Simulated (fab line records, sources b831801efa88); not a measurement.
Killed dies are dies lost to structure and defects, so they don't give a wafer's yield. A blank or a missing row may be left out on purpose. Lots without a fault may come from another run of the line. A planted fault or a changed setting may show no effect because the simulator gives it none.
fab line records | flow sky130
record lots=5 wafers=15 last_day=50
route steps=708 shown VIA3@591 METAL4@598 CAP2M@603 PAD_OPEN@708
lots that met no fault: from a run of the same line without faults
start_h: hours from the record's first day to the start of the lot's first wafer shown | wait_h: hours since the lot's step before | " the same as in the row above | L1.1+2: a row that stands for several wafers | - no value, or no start given | * or withheld: withheld | < > ~ a bound
route shown NAME@n: a module of which the file shows steps, and the number in the route of the first | usual: mean/standard deviation of fault-free wafers | same: alike in all rows | chamber/n: place in a boat | sites: the reading at each site | _std_site: their standard deviation | _edge_site: outer sites' mean less inner sites' | radius_mm: how far each site lies from the wafer's centre | mask NAME#n: copy n | behind: the tool/chamber that last shaped the wafer | hold: why the lot was held/for how many hours/how that ended | device: the transistor (n, p or np) that didn't switch | end of line: the same wafers' tests at the end of the route | a step without rows: its recipe alone | killed: dies lost to structure and defects at the first sort, not the wafer's yield | map: a wafer's dies, x killed, . not, _ none there
set.NAME: the setting as run; set.NAME@STEP: as run at that earlier step | model.NAME: the simulator's own value behind a step, which no gauge read
lots at some steps of the route; a table a step, a row a wafer
services: from which hour (start_h, from the record's first day; less than 0 if before it) a tool's chamber was out of use, for how many hours, and why
## steps
# step SKY_VIA3_CLEAN_18
# recipe chemistry=IPA time_s=180 temp_c=25
# step SKY_VIA3_CLEAN_19
# recipe chemistry=O3/DIW dry=n2_spin
# step SKY_VIA3_SPUTTER_20
# recipe material=TiN target_thk_nm=20 chamber_pressure_pa=5 power_w=4000 time_s=80
# usual cathode_dc_power_W=4000.0/0.7 throttle_valve_pct=30.1/0.75
# columns lot.wafer tool chamber start_h wait_h cathode_dc_power_W throttle_valve_pct
L888.1 pvd_sputter-02 - 988.98 0.0 3999.6 29.9
L888.3 " - " " 4000.4 29.7
L888.4 " - " " 3999.7 30.1
L889.4 pvd_sputter-02 - 999.02 0.0 4000.3 29.4
L889.5 " - " " 3999.3 30.0
L889.6 " - " " 3998.9 29.7
L899.1 pvd_sputter-04 - 1066.43 0.0 4001.5 31.2
L899.4 " - " " 4000.0 31.8
L899.6 " - " " 4000.5 31.3
L900.2 pvd_sputter-04 - 1070.02 0.0 3999.3 31.5
L900.4 " - " " 4000.9 29.3
L900.6 " - " " 4000.3 31.6
L901.1 pvd_sputter-04 - 1079.49 0.0 4000.0 29.8
L901.4 " - " " 3999.0 29.4
L901.6 " - " " 3999.8 31.1
# step SKY_VIA3_CVD_21
# recipe material=W target_thk_nm=390 time_s=117.31 temp_c=400 pressure_torr=40
# step SKY_VIA3_RS_MEAS_22
# recipe thk_meas_gauge=four-point-probe reads=W_of_VIA3_CVD_21+TiN_of_VIA3_SPUTTER_20
# usual VIA3_W_RS=0.295/0.0045
# columns lot.wafer tool chamber start_h wait_h VIA3_W_RS[ohm/sq]
L888.1 film_metro-04 - 989.16 0.1 0.301
L888.3 " - " " 0.297
L888.4 " - " " 0.301
L889.4 film_metro-03 - 999.27 0.1 0.296
L889.5 " - " " 0.298
L889.6 " - " " 0.294
L899.1 film_metro-04 - 1066.61 0.1 0.292
L899.4 " - " " 0.296
L899.6 " - " " 0.301
L900.2 film_metro-04 - 1070.32 0.2 0.297
L900.4 " - " " 0.297
L900.6 " - " " 0.299
L901.1 film_metro-03 - 1079.80 0.2 0.294
L901.4 " - " " 0.296
L901.6 " - " " 0.291
# step SKY_VIA3_THK_MEAS_23
# recipe thk_meas_gauge=xrf reads=W_of_VIA3_CVD_21
# usual VIA3_W_THK=384/6.1
# columns lot.wafer tool chamber start_h wait_h VIA3_W_THK[nm]
L888.1 film_metro-04 - 989.28 0.1 381
L888.3 " - " " 386
L888.4 " - " " 383
L889.4 film_metro-03 - 999.36 0.1 386
L889.5 " - " " 385
L889.6 " - " " 389
L899.1 film_metro-04 - 1066.73 0.1 389
L899.4 " - " " 385
L899.6 " - " " 379
L900.2 film_metro-04 - 1070.43 0.1 384
L900.4 " - " " 384
L900.6 " - " " 380
L901.1 film_metro-03 - 1079.92 0.1 384
L901.4 " - " " 380
L901.6 " - " " 386
# step SKY_VIA3_CMP_24
# recipe stop_on=SiO2 t_overpolish_s=20 down_force_psi=3.5 platen_rpm=60 target_thk_nm=0 pad_velocity_m_s=0.94248
# step SKY_METAL4_SPUTTER_00
# recipe material=Ti target_thk_nm=15 power_w=3000 time_s=10 chamber_pressure_pa=0.4
# step SKY_METAL4_SPUTTER_01
# recipe material=TiN target_thk_nm=20 power_w=6500 time_s=16.7 chamber_pressure_pa=0.4
# usual cathode_dc_power_W=6499.8/1.1 throttle_valve_pct=30.4/0.8
# columns lot.wafer tool chamber start_h wait_h cathode_dc_power_W throttle_valve_pct
L888.1 pvd_sputter-03 - 989.67 0.0 6498.9 30.8
L888.3 " - " " 6498.4 30.1
L888.4 " - " " 6500.1 30.0
L889.4 pvd_sputter-04 - 999.73 0.0 6500.6 31.8
L889.5 " - " " 6501.3 30.9
L889.6 " - " " 6499.0 31.9
L899.1 pvd_sputter-04 - 1067.18 0.0 6500.2 29.6
L899.4 " - " " 6500.1 29.1
L899.6 " - " " 6500.3 31.0
L900.2 pvd_sputter-04 - 1070.81 0.0 6500.6 29.8
L900.4 " - " " 6498.2 31.2
L900.6 " - " " 6499.4 31.9
L901.1 pvd_sputter-02 - 1080.30 0.0 6499.5 30.2
L901.4 " - " " 6500.5 29.6
L901.6 " - " " 6500.6 29.8
# step SKY_METAL4_SPUTTER_02
# recipe material=AlCu target_thk_nm=735 power_w=10600 time_s=39.1 chamber_pressure_pa=0.4
# step SKY_METAL4_SPUTTER_03
# recipe material=Ti target_thk_nm=5 power_w=3000 time_s=3.3 chamber_pressure_pa=0.4
# usual cathode_dc_power_W=3000.0/0.55 throttle_valve_pct=30.4/0.81
# columns lot.wafer tool chamber start_h wait_h cathode_dc_power_W throttle_valve_pct
L888.1 pvd_sputter-03 - 989.73 0.0 2999.5 30.7
L888.3 " - " " 3000.2 30.0
L888.4 " - " " 2999.6 30.0
L889.4 pvd_sputter-04 - 999.79 0.0 2999.9 31.7
L889.5 " - " " 2999.7 30.9
L889.6 " - " " 2999.9 32.0
L899.1 pvd_sputter-04 - 1067.24 0.0 3000.8 29.5
L899.4 " - " " 2999.6 29.3
L899.6 " - " " 2999.2 30.8
L900.2 pvd_sputter-04 - 1070.87 0.0 3000.9 29.5
L900.4 " - " " 3000.0 31.2
L900.6 " - " " 3000.1 31.8
L901.1 pvd_sputter-02 - 1080.37 0.0 2999.7 30.1
L901.4 " - " " 2999.2 29.7
L901.6 " - " " 3000.4 30.0
# step SKY_METAL4_SPUTTER_04
# recipe material=TiN target_thk_nm=70 power_w=6500 time_s=58.3 chamber_pressure_pa=0.4
# usual cathode_dc_power_W=6500.2/1.2 throttle_valve_pct=30.4/0.8
# columns lot.wafer tool chamber start_h wait_h cathode_dc_power_W throttle_valve_pct
L888.1 pvd_sputter-03 - 989.75 0.0 6500.5 30.6
L888.3 " - " " 6500.7 30.0
L888.4 " - " " 6499.7 30.4
L889.4 pvd_sputter-04 - 999.81 0.0 6498.9 31.7
L889.5 " - " " 6499.2 31.0
L889.6 " - " " 6499.0 31.9
L899.1 pvd_sputter-04 - 1067.26 0.0 6500.9 29.9
L899.4 " - " " 6499.9 29.1
L899.6 " - " " 6499.8 31.3
L900.2 pvd_sputter-04 - 1070.89 0.0 6499.8 29.6
L900.4 " - " " 6499.8 30.8
L900.6 " - " " 6499.7 31.7
L901.1 pvd_sputter-02 - 1080.39 0.0 6501.2 30.1
L901.4 " - " " 6498.4 29.7
L901.6 " - " " 6499.2 29.8
# step SKY_CAP2M_CVD_00
# recipe material=SiO2 target_thk_nm=15.5 temp_c=400 time_s=withheld rf_w=450
# usual heater_power_w=745/76 susceptor_temp_C=399.99/0.21
# columns lot.wafer tool chamber start_h wait_h heater_power_w susceptor_temp_C
L888.1 pecvd-03 0 989.80 0.0 730 399.72
L888.3 " 1 " " 640 400.13
L888.4 " 2 " " 815 399.79
L889.4 pecvd-04 2 999.87 0.0 702 400.02
L889.5 " 0 " " 840 399.75
L889.6 " 1 " " 684 400.17
L899.1 pecvd-04 2 1067.31 0.0 657 399.61
L899.4 " 2 " " 641 399.90
L899.6 " 0 " " 903 400.11
L900.2 pecvd-04 1 1070.94 0.0 660 400.62
L900.4 " 0 " " 891 400.17
L900.6 " 2 " " 740 399.91
L901.1 pecvd-04 2 1080.45 0.0 638 400.20
L901.4 " 2 " " 643 400.39
L901.6 " 0 " " 899 400.18
# step SKY_CAP2M_THK_MEAS_01
# recipe reads=SiO2_of_CAP2M_CVD_00
# usual CAP2M_CVD_00_THK=15.51/0.21
# columns lot.wafer tool chamber start_h wait_h CAP2M_CVD_00_THK[nm]
L888.1 film_metro-02 - 989.82 - 15.42
L888.3 " - " " 15.43
L888.4 " - " " 15.56
L889.4 film_metro-04 - 999.91 - 15.44
L889.5 " - " " 15.28
L889.6 " - " " 15.64
L899.1 film_metro-04 - 1067.33 - 15.27
L899.4 " - " " 15.59
L899.6 " - " " 15.32
L900.2 film_metro-04 - 1070.97 - 15.23
L900.4 " - " " 15.44
L900.6 " - " " 15.35
L901.1 film_metro-01 - 1080.50 - 15.26
L901.4 " - " " 15.78
L901.6 " - " " 15.46
# step SKY_CAP2M_SPUTTER_02
# recipe material=TiN target_thk_nm=200 temp_c=300 power_w=6500 time_s=166.7 chamber_pressure_pa=0.4
# step SKY_CAP2M_RS_MEAS_03
# recipe thk_meas_gauge=four-point-probe reads=TiN_of_CAP2M_SPUTTER_02
# usual CAP2M_TIN_RS=6.91/0.068
# columns lot.wafer tool chamber start_h wait_h CAP2M_TIN_RS[ohm/sq]
L888.1 film_metro-01 - 990.00 0.1 6.92
L888.3 " - " " 6.98
L888.4 " - " " 6.94
L889.4 film_metro-01 - 1000.12 0.1 6.97
L889.5 " - " " 6.91
L889.6 " - " " 6.91
L899.1 film_metro-04 - 1067.57 0.1 6.79
L899.4 " - " " 6.82
L899.6 " - " " 6.86
L900.2 film_metro-04 - 1071.15 0.1 6.86
L900.4 " - " " 6.93
L900.6 " - " " 6.94
L901.1 film_metro-02 - 1080.67 0.1 6.77
L901.4 " - " " 6.82
L901.6 " - " " 6.80
# step SKY_CAP2M_THK_MEAS_04
# recipe thk_meas_gauge=xrf reads=TiN_of_CAP2M_SPUTTER_02
# usual CAP2M_TIN_THK=205.3/2.8
# columns lot.wafer tool chamber start_h wait_h CAP2M_TIN_THK[nm]
L888.1 film_metro-01 - 990.12 0.1 205.7
L888.3 " - " " 204.1
L888.4 " - " " 205.6
L889.4 film_metro-01 - 1000.21 0.1 203.4
L889.5 " - " " 206.0
L889.6 " - " " 205.9
L899.1 film_metro-04 - 1067.69 0.1 210.0
L899.4 " - " " 209.4
L899.6 " - " " 207.9
L900.2 film_metro-04 - 1071.26 0.1 208.4
L900.4 " - " " 206.3
L900.6 " - " " 206.8
L901.1 film_metro-02 - 1080.79 0.1 209.4
L901.4 " - " " 206.6
L901.6 " - " " 206.7
# step SKY_CAP2M_DEHYDRATE_05
# recipe temp_c=200 time_s=60
# step SKY_CAP2M_HMDS_06
# recipe prime_time_s=60 prime_temp_c=120
# step SKY_CAP2M_COAT_07
# recipe resist=NOVOLAK spin_rpm=3000 resist_thk_nm=1140
# step SKY_CAP2M_SOFTBAKE_08
# recipe temp_c=90 time_s=60 resist=NOVOLAK
# step SKY_CAP2M_EXPOSE_09
# recipe mask_id=CAP2M na=0.6 source_shape=conventional sigma_outer=0.6 polarization=unpolarized target_cd_nm=1000 dose_mj=159
# step SKY_CAP2M_PEB_10
# recipe temp_c=withheld time_s=* resist=NOVOLAK
# step SKY_CAP2M_DEVELOP_11
# recipe resist=NOVOLAK developer=TMAH develop_time_s=60 dev_temp_c=23
# step SKY_CAP2M_OVL_MEAS_12
# usual CAP2M_OVL=-1.6/1.5
# columns lot.wafer tool chamber start_h wait_h CAP2M_OVL[nm]
L888.1 overlay-02 - 1012.99 0.1 1.0
L888.3 " - " " -0.7
L888.4 " - " " 1.0
L889.4 overlay-01 - 1021.87 0.1 -2.1
L889.5 " - " " -2.2
L889.6 " - " " -1.9
L899.1 overlay-02 - 1088.81 0.1 0.4
L899.4 " - " " -1.1
L899.6 " - " " -1.6
L900.2 overlay-01 - 1091.32 0.1 -4.4
L900.4 " - " " -0.5
L900.6 " - " " -1.1
L901.1 overlay-01 - 1100.20 0.1 0.8
L901.4 " - " " -1.8
L901.6 " - " " -3.5
# step SKY_CAP2M_METAL_ETCH_13
# recipe target_depth_nm=220 stop_on=SiO2 chemistry=Cl2/BCl3 target=TiN pressure_mtorr=10 icp_w=900 bias_w=48.5 Cl2_flow_sccm=60 bcl3_flow_sccm=30 time_s=62.9
# step SKY_CAP2M_STRIP_14
# recipe chemistry=O2/N2 power_w=1400 pressure_mtorr=1500 platen_temp_c=withheld o2_flow_sccm=3000 n2_flow_sccm=300 overash_fraction=0.5
# step SKY_CAP2M_STRIP_15
# recipe chemistry=post_etch_residue_remover time_s=1200 temp_c=72.5
# step SKY_CAP2M_CLEAN_16
# recipe chemistry=IPA time_s=180 temp_c=25
# step SKY_CAP2M_CLEAN_17
# recipe chemistry=O3/DIW dry=n2_spin
# step SKY_METAL4_DEHYDRATE_05
# recipe temp_c=200 time_s=60
# step SKY_METAL4_HMDS_06
# recipe prime_time_s=60 prime_temp_c=120
# step SKY_METAL4_COAT_07
# recipe resist=BARC temp_c=withheld time_s=withheld spin_rpm=3000 resist_thk_nm=60
# step SKY_METAL4_COAT_08
# recipe resist=KrF-thick spin_rpm=3000 resist_thk_nm=1140
# step SKY_METAL4_SOFTBAKE_09
# recipe temp_c=100 time_s=90 resist=KrF-thick
# step SKY_METAL4_EXPOSE_10
# recipe mask_id=MM4 na=0.68 source_shape=annular sigma_inner=0.4 sigma_outer=0.8 target_cd_nm=300 dose_mj=28
# step SKY_METAL4_PEB_11
# recipe peb_temp_c=withheld peb_time_s=withheld resist=KrF-thick
# step SKY_METAL4_DEVELOP_12
# recipe develop_time_s=60 resist=KrF-thick dev_temp_c=21
# step SKY_METAL4_CD_MEAS_13
# recipe target_cd_nm=300
# usual cd_nm=299.6/1.3
# columns lot.wafer tool chamber start_h wait_h cd_nm
L888.1 cd_sem-01 - 1036.25 - 297.9
L888.3 " - " " 296.9
L888.4 " - " " 298.0
L889.4 cd_sem-02 - 1045.01 - 298.9
L889.5 " - " " 299.2
L889.6 " - " " 299.1
L899.1 cd_sem-02 - 1109.85 - 299.5
L899.4 " - " " 300.6
L899.6 " - " " 299.9
L900.2 cd_sem-02 - 1112.02 - 300.9
L900.4 " - " " 300.1
L900.6 " - " " 301.2
L901.1 cd_sem-02 - 1120.50 - 301.2
L901.4 " - " " 300.8
L901.6 " - " " 300.6
# step SKY_METAL4_OVL_MEAS_14
# usual METAL4_OVL=1/6.1
# columns lot.wafer tool chamber start_h wait_h METAL4_OVL[nm]
L888.1 overlay-02 - 1036.37 0.1 9
L888.3 " - " " 1
L888.4 " - " " 0
L889.4 overlay-01 - 1045.09 0.1 9
L889.5 " - " " 16
L889.6 " - " " 10
L899.1 overlay-01 - 1109.97 0.1 2
L899.4 " - " " 3
L899.6 " - " " -11
L900.2 overlay-02 - 1112.12 0.1 6
L900.4 " - " " 3
L900.6 " - " " -1
L901.1 overlay-01 - 1120.62 0.1 -3
L901.4 " - " " -3
L901.6 " - " " -4
# step SKY_METAL4_DESCUM_15
# recipe chemistry=O2 source_power_w=150 bias_power_w=0 pressure_mtorr=10 temp_c=40 time_s=8
# step SKY_METAL4_ETCH_16
# recipe chemistry=N2/H2 target=BARC ion_energy_ev=200 bias_w=100 pressure_mtorr=30 n2_flow_sccm=100 h2_flow_sccm=200 icp_w=500 stop_on=SiO2 time_s=88.2 target_depth_a=600
# usual chamber_pressure_mTorr=29.999/0.028 drypump_motor_current_A=5.8/0.54 oes_product_au=0.626/0.0045 throttle_valve_pct=13.205/0.01
# columns lot.wafer tool chamber start_h wait_h chamber_pressure_mTorr drypump_motor_current_A oes_product_au rf_hours_counter_h throttle_valve_pct
L888.1 rie_metal-02 0 1036.44 0.0 30.065 5.3 0.639 19 13.201
L888.3 " 0 " " 29.983 5.3 0.625 - 13.207
L888.4 " 1 " " 29.979 6.5 0.629 - 13.202
L889.4 rie_metal-01 0 1045.17 0.0 30.012 5.7 0.626 - 13.214
L889.5 " 1 " " 30.028 5.5 0.625 - 13.183
L889.6 " 0 " " 30.023 5.7 0.623 - 13.212
L899.1 rie_metal-02 0 1110.04 0.0 30.040 5.3 0.624 24 13.214
L899.4 " 1 " " 30.001 6.5 0.633 - 13.213
L899.6 " 0 " " 30.002 5.3 0.626 - 13.191
L900.2 rie_metal-02 0 1112.19 0.0 29.998 5.3 0.629 25 13.223
L900.4 " 0 " " 30.000 5.3 0.630 - 13.195
L900.6 " 0 " " 30.016 5.3 0.628 - 13.217
L901.1 rie_metal-03 0 1120.69 0.0 29.948 6.3 0.623 6 13.224
L901.4 " 1 " " 30.020 5.1 0.624 - 13.220
L901.6 " 0 " " 30.039 6.2 0.623 - 13.199
# step SKY_PAD_OPEN_PROBE_99
# usual defect_limited_yield=82.2/1.9 killed_at_M0_to_M3=45/7.3 killed_at_M4_up=3.1/1.7 killed_at_contacts=25/5.1 killed_at_front_end=15/4.5 killed_at_other=0.3/0.56 killed_dies=88/9.4 killed_open=47/6.6 killed_short=40/6.9 sort_bin_3_pad_short=0.9/0.46 sort_bin_5_function=10.5/1.5 sort_bin_6_memory=6.4/1.1 sort_n_pass=404/9.4 sort_yield_pct=82.2/1.9
# same gross_dies=492 killed_at_back_side=0 sort_bin_4_leakage[%]=0 sort_bin_8_speed[%]=0
# columns lot.wafer tool chamber start_h wait_h defect_limited_yield[%] killed_at_M0_to_M3 killed_at_M4_up killed_at_contacts killed_at_front_end killed_at_other killed_dies killed_open killed_short sort_bin_3_pad_short[%] sort_bin_5_function[%] sort_bin_6_memory[%] sort_n_pass sort_yield_pct[%] model.etest.tester.sort_n_pass model.etest.tester.sort_yield_pct model.etest.tester.sort_bin_5_pct
L888.1 prober-02 - 1124.71 0.1 81.9 41 3 29 16 0 89 57 32 1.0 10.6 6.5 403 81.9 403 81.91 10.57
L888.3 prober-02 - 1124.81 0.2 82.1 48 2 21 14 3 88 41 45 1.0 11.0 5.9 404 82.1 404 82.11 10.98
L888.4 prober-02 - 1124.86 0.2 79.9 58 3 26 12 0 99 61 38 0.4 11.6 8.1 393 79.9 393 79.88 11.59
L889.4 prober-01 - 1132.70 0.2 80.3 39 1 24 15 18 97 47 31 1.0 12.8 5.9 395 80.3 395 80.28 12.8
L889.5 prober-01 - 1132.75 0.2 84.6 42 3 17 14 0 76 43 33 1.2 9.8 4.5 416 84.6 416 84.55 9.756
L889.6 prober-01 - 1132.80 0.2 82.9 50 1 22 10 1 84 49 34 1.2 9.8 6.1 408 82.9 408 82.93 9.756
L899.1 prober-01 - 1187.10 0.1 82.9 43 0 24 16 1 84 50 34 0.4 11.4 5.3 408 82.9 408 82.93 11.38
L899.4 prober-01 - 1187.25 0.2 82.9 48 3 24 8 1 84 36 47 0.8 10.0 6.3 408 82.9 408 82.93 9.959
L899.6 prober-01 - 1187.35 0.2 83.3 44 4 22 12 0 82 40 42 0.8 9.6 6.3 410 83.3 410 83.33 9.553
L900.2 prober-02 - 1189.85 0.1 80.9 45 4 28 17 0 94 59 35 1.2 11.8 6.1 398 80.9 398 80.89 11.79
L900.4 prober-02 - 1189.95 0.2 81.5 41 3 28 19 0 91 45 46 1.2 11.2 6.1 401 81.5 401 81.5 11.18
L900.6 prober-02 - 1190.05 0.2 79.7 47 3 29 21 0 100 59 41 0.4 11.0 8.9 392 79.7 392 79.67 10.98
L901.1 prober-01 - 1196.66 0.1 83.3 42 3 25 11 1 82 42 40 0.8 9.3 6.5 410 83.3 410 83.33 9.35
L901.4 prober-01 - 1196.81 0.2 83.7 40 2 25 13 0 80 45 34 1.0 9.6 5.7 412 83.7 412 83.74 9.553
L901.6 prober-01 - 1196.91 0.2 81.9 46 3 26 12 2 89 41 47 0.6 11.4 6.1 403 81.9 403 81.91 11.38
# killed by level:class
L888.1 CONTACT:geometric_particle:open=15 VIA1:geometric_particle:open=14 VIA2:geometric_particle:open=9 POLY_GATE:geometric_particle:short=6 CONTACT:geometric_particle:short=6 LI_CONTACT:geometric_particle:open=4 VIA1:geometric_particle:short=4 VIA3:geometric_particle:short=4
L888.3 LI_CONTACT:geometric_particle:open=9 METAL2:geometric_particle:short=8 VIA3:geometric_particle:open=7 CONTACT:geometric_particle:short=6 VIA2:geometric_particle:open=6 FIELD_ISO:geometric_particle:open=5 METAL1:geometric_particle:short=5 VIA1:geometric_particle:short=5
L888.4 LI_CONTACT:geometric_particle:open=11 VIA3:geometric_particle:open=11 VIA1:geometric_particle:open=9 CONTACT:geometric_particle:open=8 METAL2:geometric_particle:short=7 VIA2:geometric_particle:open=7 FIELD_ISO:geometric_particle:short=5 VIA1:geometric_particle:short=5
L889.4 CAP2M:unspecified=17 CONTACT:geometric_particle:open=10 VIA1:geometric_particle:open=8 LI_CONTACT:geometric_particle:open=7 METAL1:geometric_particle:short=7 VIA2:geometric_particle:open=7 METAL3:geometric_particle:short=5 POLY_GATE:geometric_particle:open=4
L889.5 CONTACT:geometric_particle:open=8 VIA1:geometric_particle:open=8 VIA3:geometric_particle:open=7 POLY_GATE:geometric_particle:short=5 VIA2:geometric_particle:open=5 LI_CONTACT:geometric_particle:open=4 METAL1:geometric_particle:short=4 METAL2:geometric_particle:short=4
L889.6 VIA1:geometric_particle:open=11 LI_CONTACT:geometric_particle:open=10 VIA2:geometric_particle:open=10 VIA3:geometric_particle:open=6 METAL1:geometric_particle:short=5 VIA1:geometric_particle:short=5 POLY_GATE:geometric_particle:short=4 CONTACT:geometric_particle:open=4
L899.1 CONTACT:geometric_particle:open=12 POLY_GATE:geometric_particle:open=10 VIA1:geometric_particle:open=8 METAL1:geometric_particle:short=7 VIA3:geometric_particle:open=7 LI_CONTACT:geometric_particle:open=5 METAL3:geometric_particle:short=5 VIA2:geometric_particle:short=4
L899.4 VIA1:geometric_particle:open=11 CONTACT:geometric_particle:open=8 VIA2:geometric_particle:open=7 METAL1:geometric_particle:short=6 METAL3:geometric_particle:short=6 LI_CONTACT:geometric_particle:open=5 CONTACT:geometric_particle:short=5 METAL2:geometric_particle:short=5
L899.6 VIA1:geometric_particle:open=10 CONTACT:geometric_particle:open=8 VIA3:geometric_particle:open=8 VIA1:geometric_particle:short=6 CONTACT:geometric_particle:short=6 METAL3:geometric_particle:short=6 METAL2:geometric_particle:short=5 FIELD_ISO:geometric_particle:short=4
L900.2 VIA2:geometric_particle:open=14 CONTACT:geometric_particle:open=11 VIA1:geometric_particle:open=11 FIELD_ISO:geometric_particle:open=6 CONTACT:geometric_particle:short=6 LI_CONTACT:geometric_particle:open=6 VIA1:geometric_particle:short=6 FIELD_ISO:geometric_particle:short=5
L900.4 CONTACT:geometric_particle:open=11 FIELD_ISO:geometric_particle:short=6 METAL1:geometric_particle:short=6 LOCAL_INTERCONNECT:geometric_particle:short=6 VIA1:geometric_particle:open=6 POLY_GATE:geometric_particle:short=5 CONTACT:geometric_particle:short=5 VIA2:geometric_particle:open=5
L900.6 CONTACT:geometric_particle:open=10 VIA1:geometric_particle:open=10 VIA2:geometric_particle:open=10 VIA3:geometric_particle:open=8 FIELD_ISO:geometric_particle:open=7 FIELD_ISO:geometric_particle:short=7 LI_CONTACT:geometric_particle:open=7 CONTACT:geometric_particle:short=6
L901.1 LI_CONTACT:geometric_particle:open=10 VIA1:geometric_particle:open=9 METAL1:geometric_particle:short=8 CONTACT:geometric_particle:open=7 VIA2:geometric_particle:short=5 CONTACT:geometric_particle:short=4 VIA1:geometric_particle:short=3 VIA3:geometric_particle:open=3
L901.4 CONTACT:geometric_particle:open=12 VIA2:geometric_particle:open=9 LI_CONTACT:geometric_particle:open=9 METAL2:geometric_particle:short=6 POLY_GATE:geometric_particle:open=4 POLY_GATE:geometric_particle:short=4 VIA1:geometric_particle:short=4 METAL1:geometric_particle:short=4
L901.6 VIA1:geometric_particle:open=12 CONTACT:geometric_particle:open=11 METAL2:geometric_particle:short=9 METAL1:geometric_particle:short=5 VIA3:geometric_particle:open=5 FIELD_ISO:geometric_particle:short=4 LI_CONTACT:geometric_particle:open=4 LOCAL_INTERCONNECT:geometric_particle:short=4
# map L889.4 (x killed, . not)
__________..x......._________
________.......x......_______
______x..x.....x.....x.._____
_____..x........x.x......____
____..x.....x..x.........x___
___x...xx.x..x.....x...x.x.__
__.x.......xx..x............_
_....x.......x.x....xx.......
_.x......x........x....x.....
_........xx.xx.xxx...........
_.......x.................x..
_.....x.........xx......x....
_...............x............
_...x..........x.......x.....
_..x..x..........xxxx.......x
__...x......x....x.........._
___..x...xx...x.....xx.....__
____.xxxx.........x..xx..x___
_____xxxxx..x.....x.x....____
______xxxxx......xx....._____
________xxx..x..x....._______
__________.x.x......_________
# map L901.6 (x killed, . not)
__________......x..._________
________...x..x.x..xx._______
______...x...........x.._____
_____...x..x..x....x.....____
____.........x.x..........___
___...x.x.......x.........x__
__x..x...x.....x.x..x......._
_..........x.................
_....xxxx..x..x.x.....x..x.x.
_x.....x....x....x..........x
_...x........x...xx..x.......
_.....x.x..x......x....x.x...
_...xx.......................
_..xx.x..x.x............x....
_x...xx..................x.xx
__.....x.x...........x...x.._
___x.....x.......x.x...x...__
____...........x..........___
_____....x.xx............____
______..x..x.x..x.x....._____
________....x.....xxx._______
__________.......xx._________
## services
# columns tool chamber start_h hours kind
pvd_sputter-04 - 965.86 2.0 repair
rie_metal-01 - 970.27 15.6 pm
pecvd-04 - 971.80 1.5 repair
pecvd-04 2 976.04 5.5 scheduled_down
pvd_sputter-04 - 986.76 5.1 repair
pecvd-03 1 999.38 - clean
pecvd-03 1 999.38 - consumable_replace:showerhead
pecvd-03 1 999.38 29.0 scheduled_down
pecvd-03 1 999.38 29.0 vent_cycle
pecvd-04 2 1002.62 12.6 repair
pecvd-03 0 1017.30 2.1 scheduled_down
pecvd-03 - 1019.37 77.8 repair
rie_metal-03 0 1026.80 - clean
rie_metal-03 0 1026.80 18.8 scheduled_down
rie_metal-03 0 1026.80 18.8 vent_cycle
pecvd-04 - 1040.85 6.0 pm
pecvd-03 - 1046.92 0.3 repair
pvd_sputter-02 - 1051.37 2.1 repair
pvd_sputter-04 - 1053.12 8.3 repair
rie_metal-01 0 1054.41 21.0 repair
pvd_sputter-04 - 1087.42 5.0 repair
rie_metal-01 - 1092.36 2.8 pm
pecvd-04 1 1104.63 5.5 scheduled_down
pvd_sputter-04 - 1116.87 4.3 repair
## key
first_sign step=SKY_PAD_OPEN_PROBE_99 reading=killed_at_other direction=up sigmas=18 usual=0.3 struck=18
effect none on later readings
model_effect step=SKY_PAD_OPEN_PROBE_99 value=etest.tester.sort_n_pass without=411 struck=395
met_at SKY_CAP2M_CVD_00
struck_wafers L889.4
fault kind=chamber_particle_source tool=pecvd-04 chamber=2 onset_h=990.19 steps=SKY_CAP2M_CVD_00 rate_per_visit_cm2=0.43417 end_h=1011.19
